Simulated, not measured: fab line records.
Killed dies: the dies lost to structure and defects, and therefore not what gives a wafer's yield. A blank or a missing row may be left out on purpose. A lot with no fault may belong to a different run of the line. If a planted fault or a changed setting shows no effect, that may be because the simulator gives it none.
Comparing a struck lot with a sound one ; flow sky130 ; 15 steps out of a route of 708
Sound: wafers L167.2, L167.4, L167.5. Struck: wafers L170.2, L170.3, L170.4. Last of all comes the cause.
Per side, at each step with rows, come the tool, then ch with its chambers, and then its first start. Under that, the readings that differ: sound wafers ; struck wafers ; difference of the means ; sigmas: that difference in standard deviations of wafers without a fault.
alike: readings with means less than 2 such deviations apart, plus words and numbers identical on both sides. not compared: withheld readings, readings lacking a value on some wafer, bounds such as >300 that could conceal the same value, and numbers that have no deviation in the record and whose values overlap.
The two part at a step that has a row with sigmas, a row that says differs or no value, or rows on one side only. Numbers that don't overlap but have no deviation are shown without sigmas and don't part them. Lack of a reading on every wafer of one side parts them only where that side has two or more wafers.

first, 4 steps without rows for these wafers: SKY_PASSIVATION_SOFTBAKE_07; SKY_PASSIVATION_EXPOSE_08 (exposes mask NSM, target cd 3000 nm); SKY_PASSIVATION_PEB_09; SKY_PASSIVATION_DEVELOP_10 (develop time 60 s).
SKY_PASSIVATION_ETCH_11: etches the open film in CF4/O2, stops on AlCu, target depth 725 nm, time 161.1 s.
  sound on rie diel-02 ch 1,3, day 47 18:44; struck on rie diel-04 ch 1,2,3, day 49 02:47
  alike: drypump motor current A, oes product au, throttle valve pct
  not compared: rf hours counter h
SKY_PASSIVATION_STRIP_12: strips in O2/N2.
  sound on plasma asher-03 ch 0,1, day 47 18:50; struck on plasma asher-01 ch 0,1, day 49 02:53
  alike: drypump motor current A, oes product au, strip time to endpoint s
  not compared: rf hours counter h
then, 6 steps without rows for these wafers: SKY_PAD_OPEN_DEHYDRATE_00 (time 60 s); SKY_PAD_OPEN_HMDS_01 (prime time 60 s); SKY_PAD_OPEN_COAT_02 (resist thk 3000 nm); SKY_PAD_OPEN_SOFTBAKE_03; SKY_PAD_OPEN_EXPOSE_04 (exposes mask PDM, target cd 60000 nm); SKY_PAD_OPEN_PEB_05.
SKY_PAD_OPEN_DEVELOP_06: develop time 60 s.
  sound on litho track-04 ch 0, day 48 13:00; struck on litho track-04 ch 0, day 49 19:00
reading;sound;struck;difference;sigmas
developer temp C (C);22.94 22.95 22.83;23.89 23.79 23.92;+0.96;+9
  alike: resist line temp C
SKY_PAD_OPEN_ETCH_07: etches the open film in CF4/O2, stops on AlCu, target depth 725 nm, time 154 s.
  sound on rie diel-03 ch 1,2, day 48 13:56; struck on rie diel-01 ch 0,2,3, day 49 19:11
  alike: drypump motor current A, oes product au, throttle valve pct
  not compared: rf hours counter h
SKY_PAD_OPEN_PROBE_99:
  rows exist in the record for the struck wafers here (prober-01, day 49 21:35), but not for the sound ones

== WHERE THEY PART ==
First at SKY_PAD_OPEN_DEVELOP_06; last, within this record, at SKY_PAD_OPEN_PROBE_99.

WHY: the cause the simulator had injected
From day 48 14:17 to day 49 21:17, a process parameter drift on litho track-04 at SKY_PAD_OPEN_DEVELOP_06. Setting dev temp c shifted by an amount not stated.
